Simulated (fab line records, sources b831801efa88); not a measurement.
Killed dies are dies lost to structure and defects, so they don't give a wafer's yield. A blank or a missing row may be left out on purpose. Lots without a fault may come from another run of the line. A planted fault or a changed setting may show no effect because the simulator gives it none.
Which tool did it? | flow gf180mcu | 10 lots, 30 wafers sampled, at 5 steps of a route of 602

WHAT THE GAUGES READ, wafer by wafer
GF_V5_CD_MEAS_14: target cd 260 nm.
lot  | measured     | on        | cd_nm (nm)
L653 | day 27 09:44 | cd_sem-01 | 258.9 258.6 259.2
L654 | day 27 18:33 | cd_sem-02 | 260.1 261.2 261.1
L657 | day 28 16:59 | cd_sem-01 | 259.2 257.9 258.0
L659 | day 29 08:55 | cd_sem-02 | 260.7 259.6 259.4
L660 | day 29 18:11 | cd_sem-02 | 259.5 260.8 260.8
L662 | day 30 11:16 | cd_sem-01 | 261.3 261.8 261.2
L664 | day 30 21:17 | cd_sem-01 | 260.5 261.7 260.5
L666 | day 31 04:56 | cd_sem-02 | 261.7 260.3 261.5
L668 | day 32 04:04 | cd_sem-02 | 257.4 258.9 256.5
L670 | day 32 10:26 | cd_sem-01 | 261.3 261.8 261.6

GF_V5_RS_MEAS_24: measures by four-point-probe.
lot  | measured     | on            | V5_W_RS (ohm/sq)
L653 | day 27 10:50 | film_metro-04 | 0.320 0.324 0.330
L654 | day 27 19:40 | film_metro-04 | 0.331 0.331 0.332
L657 | day 28 18:02 | film_metro-04 | 0.329 0.327 0.327
L659 | day 29 10:00 | film_metro-04 | 0.326 0.330 0.331
L660 | day 29 19:19 | film_metro-04 | 0.335 0.331 0.331
L662 | day 30 12:37 | film_metro-03 | 0.329 0.327 0.326
L664 | day 30 22:20 | film_metro-02 | 0.335 0.331 0.332
L666 | day 31 06:08 | film_metro-04 | 0.335 0.332 0.328
L668 | day 32 05:07 | film_metro-04 | 0.202 0.202 0.201 0.202 0.201 0.201
L670 | day 32 11:29 | film_metro-02 | 0.324 0.325 0.199 0.323 0.325 0.199

GF_V5_THK_MEAS_25: measures by xrf.
lot  | measured     | on            | V5_W_THK (nm)
L653 | day 27 10:58 | film_metro-04 | 365 360 354
L654 | day 27 19:46 | film_metro-04 | 353 354 353
L657 | day 28 18:08 | film_metro-04 | 355 354 356
L659 | day 29 10:07 | film_metro-04 | 356 352 352
L660 | day 29 19:26 | film_metro-04 | 345 352 350
L662 | day 30 12:44 | film_metro-03 | 349 349 351
L664 | day 30 22:26 | film_metro-02 | 347 351 350
L666 | day 31 06:15 | film_metro-04 | 347 352 359
L668 | day 32 10:58 | film_metro-04 | - - - - - -
L670 | day 32 17:13 | film_metro-02 | 354 352 570 354 352 -

WHICH TOOL RAN EACH LOT (tool, then ch and the chambers of the sampled wafers, then the start)
lot  | GF_V5_ETCH_16                      | GF_V5_CVD_23
L653 | rie_diel-01 ch 0,1,3, day 27 09:53 | cvd_w-02 ch 0,1, day 27 10:44
L654 | rie_diel-01 ch 0,1, day 27 18:40   | cvd_w-01 ch 0,1, day 27 19:33
L657 | rie_diel-04 ch 1,2, day 28 17:06   | cvd_w-01 ch 0,1, day 28 17:56
L659 | rie_diel-01 ch 0,1,3, day 29 09:04 | cvd_w-02 ch 0,1, day 29 09:53
L660 | rie_diel-01 ch 1,3, day 29 18:20   | cvd_w-02 ch 0,1, day 29 19:13
L662 | rie_diel-04 ch 1,2, day 30 11:25   | cvd_w-02 ch 0,1, day 30 12:31
L664 | rie_diel-04 ch 1,2, day 30 21:24   | cvd_w-01 ch 0,1, day 30 22:14
L666 | rie_diel-01 ch 0,1,3, day 31 05:05 | cvd_w-01 ch 1, day 31 05:55
L668 | rie_diel-02 ch 0,2, day 32 04:13   | cvd_w-02 ch 0, day 32 05:00
L670 | rie_diel-01 ch 1,2,3, day 32 10:35 | cvd_w-02 ch 0,1, day 32 11:23
- GF_V5_ETCH_16: etches BARC in N2/H2.
- GF_V5_CVD_23: deposits W, target thk 350 nm, time 104.9 s.

WHAT THE TOOLS THEMSELVES READ (means of the sampled wafers that have a number; where no wafer has one, the mark that the record gives instead)
GF_V5_ETCH_16.
lot  | tool        | drypump_motor_current_A (A) | oes_product_au (a.u.) | throttle_valve_pct (%)
L653 | rie_diel-01 | 5.5                         | 0.855                 | 13.224
L654 | rie_diel-01 | 5.4                         | 0.854                 | 13.226
L657 | rie_diel-04 | 6.0                         | 0.856                 | 13.231
L659 | rie_diel-01 | 5.5                         | 0.859                 | 13.225
L660 | rie_diel-01 | 5.6                         | 0.854                 | 13.232
L662 | rie_diel-04 | 6.0                         | 0.856                 | 13.228
L664 | rie_diel-04 | 6.3                         | 0.864                 | 13.228
L666 | rie_diel-01 | 5.5                         | 0.858                 | 13.221
L668 | rie_diel-02 | 6.5                         | 0.857                 | 13.220
L670 | rie_diel-01 | 5.8                         | 0.855                 | 13.218

GF_V5_CVD_23.
lot  | tool     | chamber_pressure_Torr (Torr) | heater_power_outer_w (W) | heater_power_w (W)
L653 | cvd_w-02 | 39.91                        | 442                      | 710
L654 | cvd_w-01 | 39.90                        | 520                      | 876
L657 | cvd_w-01 | 40.00                        | 493                      | 816
L659 | cvd_w-02 | 40.00                        | 452                      | 710
L660 | cvd_w-02 | 39.94                        | 476                      | 768
L662 | cvd_w-02 | 39.87                        | 481                      | 747
L664 | cvd_w-01 | 39.94                        | 518                      | 878
L666 | cvd_w-01 | 40.02                        | 473                      | 759
L668 | cvd_w-02 | 40.02                        | 414                      | 659
L670 | cvd_w-02 | 40.03                        | 479                      | 748

THE ANSWER, worked out from the rows above alone
Rule: what is usual is taken from the lots themselves. Put in order of their means at a reading, lots are off if they are a third of the lots or fewer, leave a main group of 4 or more, and stand apart from it by a gap of 3 or more times the standard deviation of the main group's means; of several such gaps the widest counts. A main group whose means are all the same, to the digits that the tables above print for the reading, isn't used. A lot without any number at a reading at which 4 lots or more have one is off too. The other lots that the step has rows for count as sound. The gauges are gone through in route order, then the tools' own readings, and for those a lot's mean is taken as printed above. The first step at which some lot is off is used, and at that step the reading that is off furthest; a lot without a number counts as furthest.
Off: L668, L670, at GF_V5_RS_MEAS_24 (V5_W_RS). The main group: mean 0.330 ohm/sq, standard deviation 0.0027.
A tool fits if, at a process step before that reading, it ran every lot that is off, and no sound lot after the first of them. The gauges at GF_V5_RS_MEAS_24 are tried like those tools. One fits: cvd_w-02 at GF_V5_CVD_23. Its last sound lot is L662 (day 30 12:31), its first lot that is off L668 (day 32 05:00): a fault that began between those two fits.

WHAT THE SIMULATOR HAD PUT IN
Process parameter drift: cvd_w-02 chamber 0, from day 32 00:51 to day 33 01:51, at GF_V5_CVD_23. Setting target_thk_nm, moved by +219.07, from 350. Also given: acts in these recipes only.
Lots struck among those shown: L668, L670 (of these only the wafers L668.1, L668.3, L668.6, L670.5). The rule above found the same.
